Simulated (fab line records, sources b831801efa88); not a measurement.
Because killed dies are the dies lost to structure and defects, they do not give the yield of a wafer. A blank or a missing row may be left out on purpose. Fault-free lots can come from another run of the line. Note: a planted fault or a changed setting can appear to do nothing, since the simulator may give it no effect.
The tool behind it: which one? ; flow gf180mcu ; Sampling: 24 lots, 72 wafers, 5 of 602 route steps

== WHAT EACH GAUGE READ, for each wafer ==
GF_CONTACT_THK_MEAS_01.
lot;measured;on;CONTACT_CVD_00_THK (nm)
L074;day 15 06:42;film metro-04;300 301 297
L075;day 15 20:57;film metro-04;303 302 302
L077;day 16 12:37;film metro-01;306 302 297
L076;day 16 12:55;film metro-01;298 306 302
L078;day 16 21:00;film metro-01;303 298 299
L079;day 17 10:20;film metro-01;302 303 300
L080;day 17 11:10;film metro-01;300 305 305
L081;day 18 00:40;film metro-03;307 300 301
L082;day 18 17:34;film metro-04;301 300 298
L083;day 18 18:58;film metro-03;305 304 304
L084;day 18 18:38;film metro-03;302 304 299
L085;day 19 09:45;film metro-04;309 304 307
L086;day 19 11:08;film metro-01;302 303 301
L087;day 20 09:56;film metro-03;305 305 302
L088;day 20 10:22;film metro-04;308 303 309
L089;day 20 23:13;film metro-01;300 298 301
L090;day 21 00:44;film metro-04;304 306 305
L091;day 21 05:04;film metro-04;306 306 306
L092;day 21 13:58;film metro-04;303 299 297
L094;day 22 01:33;film metro-03;303 302 303
L093;day 22 04:14;film metro-04;303 305 306
L095;day 22 08:43;film metro-01;305 308 305
L096;day 22 19:26;film metro-04;302 303 301
L097;day 22 20:00;film metro-03;306 304 299

GF_V1_THK_MEAS_25: measures by xrf.
lot;measured;on;V1_W_THK (nm)
L074;day 18 06:05;film metro-04;344 347 351
L075;day 18 22:34;film metro-04;338 339 337
L077;day 19 16:07;film metro-03;340 346 350
L076;day 19 15:58;film metro-04;340 342 340
L078;day 20 00:08;film metro-02;342 339 342
L079;day 20 14:19;film metro-03;327 326 324
L080;day 20 14:50;film metro-04;346 351 351
L081;day 21 04:59;film metro-02;336 336 335
L082;day 21 22:10;film metro-04;342 355 351
L083;day 21 23:39;film metro-03;337 334 334
L084;day 21 23:23;film metro-02;345 346 337
L085;day 22 14:16;film metro-04;342 342 338
L086;day 22 15:29;film metro-02;333 338 338
L087;day 23 11:44;film metro-03;352 335 341
L088;day 23 13:26;film metro-02;335 332 334
L089;day 24 01:31;film metro-03;351 341 351
L090;day 24 02:37;film metro-03;343 334 348
L091;day 24 06:13;film metro-04;343 348 339
L092;day 24 14:15;film metro-04;341 340 339
L094;day 25 00:27;film metro-03;345 343 340
L093;day 25 04:49;film metro-04;342 336 337
L095;day 25 06:59;film metro-03;343 349 349
L096;day 25 16:46;film metro-04;341 342 338
L097;day 25 19:52;film metro-03;344 342 343

GF_V4_CD_MEAS_14: target cd 260 nm.
lot;measured;on;cd nm (nm)
L074;day 24 10:05;cd sem-02;260.3 260.2 260.3
L075;day 25 03:34;cd sem-01;258.4 259.2 259.8
L077;day 25 15:26;cd sem-02;261.4 259.0 260.4
L076;day 25 18:20;cd sem-02;258.3 259.7 259.8
L078;day 26 01:13;cd sem-01;261.4 262.0 262.3
L079;day 26 12:23;cd sem-02;260.5 261.6 259.2
L080;day 26 13:00;cd sem-02;259.6 258.4 260.8
L081;day 27 01:22;cd sem-01;263.5 263.7 261.5
L082;day 27 15:39;cd sem-02;259.7 258.3 258.9
L083;day 27 18:20;cd sem-02;260.0 259.7 260.4
L084;day 27 15:47;cd sem-01;260.2 261.3 261.0
L085;day 28 02:48;cd sem-01;260.2 259.1 258.1
L086;day 28 05:24;cd sem-01;261.0 259.7 260.4
L087;day 28 22:32;cd sem-02;259.9 259.6 259.9
L088;day 28 23:41;cd sem-01;260.4 258.9 261.1
L089;day 29 10:31;cd sem-02;260.4 260.4 260.1
L090;day 29 13:41;cd sem-02;260.9 260.4 262.4
L091;day 29 16:16;cd sem-01;260.3 260.3 260.4
L092;day 29 21:53;cd sem-01;260.0 259.8 260.0
L094;day 30 06:39;cd sem-01;259.5 259.9 260.0
L093;day 30 11:25;cd sem-02;261.5 260.3 261.0
L095;day 30 13:03;cd sem-01;261.6 260.5 261.9
L096;day 30 21:07;cd sem-01;258.7 258.6 260.5
L097;day 30 23:01;cd sem-01;261.5 261.0 260.8

== WHAT TOOL EACH LOT RAN ON (gives the tool, then ch and the chambers of the sampled wafers, and finally the start) ==
lot;GF_POLY_GATE_ETCH_12;GF_SALICIDE_RTA_08
L074;rie diel-04 ch 1,2,3, day 9 08:29;rtp anneal-02 ch 0, day 15 06:34
L075;rie diel-04 ch 0,2,3, day 9 17:25;rtp anneal-01 ch 0, day 15 20:49
L077;rie diel-04 ch 2,3, day 10 05:47;rtp anneal-02 ch 0, day 16 12:28
L076;rie diel-03 ch 0,1,3, day 10 05:55;rtp anneal-02 ch 0, day 16 12:46
L078;rie diel-04 ch 1,2,3, day 10 15:38;rtp anneal-02 ch 0, day 16 20:52
L079;rie diel-01 ch 1,2, day 11 02:19;rtp anneal-01 ch 0, day 17 10:12
L080;rie diel-03 ch 0,1,3, day 11 02:32;rtp anneal-01 ch 0, day 17 11:01
L081;rie diel-03 ch 0,1,3, day 11 11:22;rtp anneal-02 ch 0, day 18 00:31
L082;rie diel-03 ch 0,2, day 11 23:14;rtp anneal-02 ch 0, day 18 17:25
L083;rie diel-01 ch 2,3, day 12 04:32;rtp anneal-02 ch 0, day 18 18:50
L084;rie diel-04 ch 1,2, day 12 04:45;rtp anneal-02 ch 0, day 18 18:30
L085;rie diel-01 ch 0,2,3, day 12 15:07;rtp anneal-02 ch 0, day 19 09:36
L086;rie diel-03 ch 0,1,2, day 12 16:25;rtp anneal-02 ch 0, day 19 10:59
L087;rie diel-01 ch 1,2, day 13 07:07;rtp anneal-02 ch 0, day 20 09:47
L088;rie diel-04 ch 2,3, day 13 07:28;rtp anneal-02 ch 0, day 20 10:13
L089;rie diel-01 ch 0,1,2, day 13 22:59;rtp anneal-01 ch 0, day 20 23:05
L090;rie diel-04 ch 0,3, day 13 23:02;rtp anneal-01 ch 0, day 21 00:36
L091;rie diel-04 ch 0,2,3, day 14 04:32;rtp anneal-02 ch 0, day 21 04:55
L092;rie diel-03 ch 1,2, day 14 13:52;rtp anneal-02 ch 0, day 21 13:46
L094;rie diel-01 ch 0,1,2, day 14 19:59;rtp anneal-02 ch 0, day 22 01:25
L093;rie diel-03 ch 2,3, day 14 20:44;rtp anneal-01 ch 0, day 22 04:05
L095;rie diel-04 ch 0,2,3, day 15 06:50;rtp anneal-01 ch 0, day 22 08:34
L096;rie diel-04 ch 2,3, day 15 16:20;rtp anneal-01 ch 0, day 22 19:15
L097;rie diel-01 ch 0,1,3, day 15 17:04;rtp anneal-01 ch 0, day 22 19:52
- GF_POLY_GATE_ETCH_12: etches BARC in N2/H2.
- GF_SALICIDE_RTA_08: time 30 s.

== AS READ BY THE TOOLS THEMSELVES (means over the sampled wafers that have a number; for cases with no such wafer, the mark the record gives instead) ==
GF_POLY_GATE_ETCH_12.
lot;tool;drypump motor current A (A);n2 flow sccm (sccm);oes product au (a.u.);throttle valve pct (%)
L074;rie diel-04;5.6;100.07;0.737;13.210
L075;rie diel-04;5.8;99.56;0.740;13.216
L077;rie diel-04;5.6;99.82;0.736;13.212
L076;rie diel-03;5.7;100.24;0.733;13.214
L078;rie diel-04;5.6;100.26;0.738;13.210
L079;rie diel-01;5.7;99.89;0.737;13.218
L080;rie diel-03;5.7;100.30;0.732;13.219
L081;rie diel-03;5.7;100.19;0.738;13.218
L082;rie diel-03;5.9;99.76;0.733;13.216
L083;rie diel-01;5.4;100.34;0.731;13.212
L084;rie diel-04;5.5;99.78;0.733;13.214
L085;rie diel-01;5.3;99.93;0.734;13.219
L086;rie diel-03;6.0;100.06;0.742;13.214
L087;rie diel-01;5.7;99.82;0.732;13.210
L088;rie diel-04;5.7;99.94;0.738;13.215
L089;rie diel-01;5.6;100.14;0.741;13.223
L090;rie diel-04;5.9;99.62;0.738;13.202
L091;rie diel-04;5.8;99.94;0.742;13.218
L092;rie diel-03;6.0;100.02;0.738;13.214
L094;rie diel-01;5.6;99.70;0.738;13.203
L093;rie diel-03;5.3;99.84;0.735;13.215
L095;rie diel-04;5.8;100.03;0.733;13.225
L096;rie diel-04;5.7;100.06;0.734;13.208
L097;rie diel-01;5.3;99.90;0.736;13.215

GF_SALICIDE_RTA_08.
lot;tool;lamp power pct (%);wafer_temp_C_max
L074;rtp anneal-02;15.9;804.4
L075;rtp anneal-01;18.4;801.4
L077;rtp anneal-02;15.9;803.8
L076;rtp anneal-02;15.9;805.4
L078;rtp anneal-02;15.9;804.2
L079;rtp anneal-01;18.4;802.0
L080;rtp anneal-01;18.4;802.0
L081;rtp anneal-02;15.9;803.9
L082;rtp anneal-02;15.9;804.3
L083;rtp anneal-02;15.9;805.0
L084;rtp anneal-02;15.9;804.1
L085;rtp anneal-02;15.9;804.4
L086;rtp anneal-02;15.9;804.8
L087;rtp anneal-02;15.9;805.1
L088;rtp anneal-02;15.9;803.9
L089;rtp anneal-01;18.3;802.0
L090;rtp anneal-01;18.4;801.7
L091;rtp anneal-02;15.9;805.6
L092;rtp anneal-02;15.9;804.6
L094;rtp anneal-02;15.9;804.3
L093;rtp anneal-01;18.4;801.9
L095;rtp anneal-01;18.4;801.4
L096;rtp anneal-01;18.4;802.0
L097;rtp anneal-01;18.4;801.9

== THE ANSWER, worked out from the rows above alone ==
Rule: usual is defined by the lots themselves. The widest of any qualifying gaps counts: lots, ordered by their means at a reading, are off when they make up no more than a third of the lots, leave a main group of 4 or more, and stand apart from it by 3 or more times the standard deviation of that group's means. A main group whose means are all the same, to the digits that the tables above print for the reading, isn't used. A lot without any number at a reading at which 4 lots or more have one is off too. Any other lot the step has rows for is counted as sound. After the gauges, taken in route order, come the tools' own readings; for these a lot's mean is taken, as printed above. At the first step where some lot is off, the reading lying furthest off is the one used; lots without a number count as furthest.
None of the lots is off at any reading shown; this tells nothing.

== WHAT THE SIMULATOR PUT IN ==
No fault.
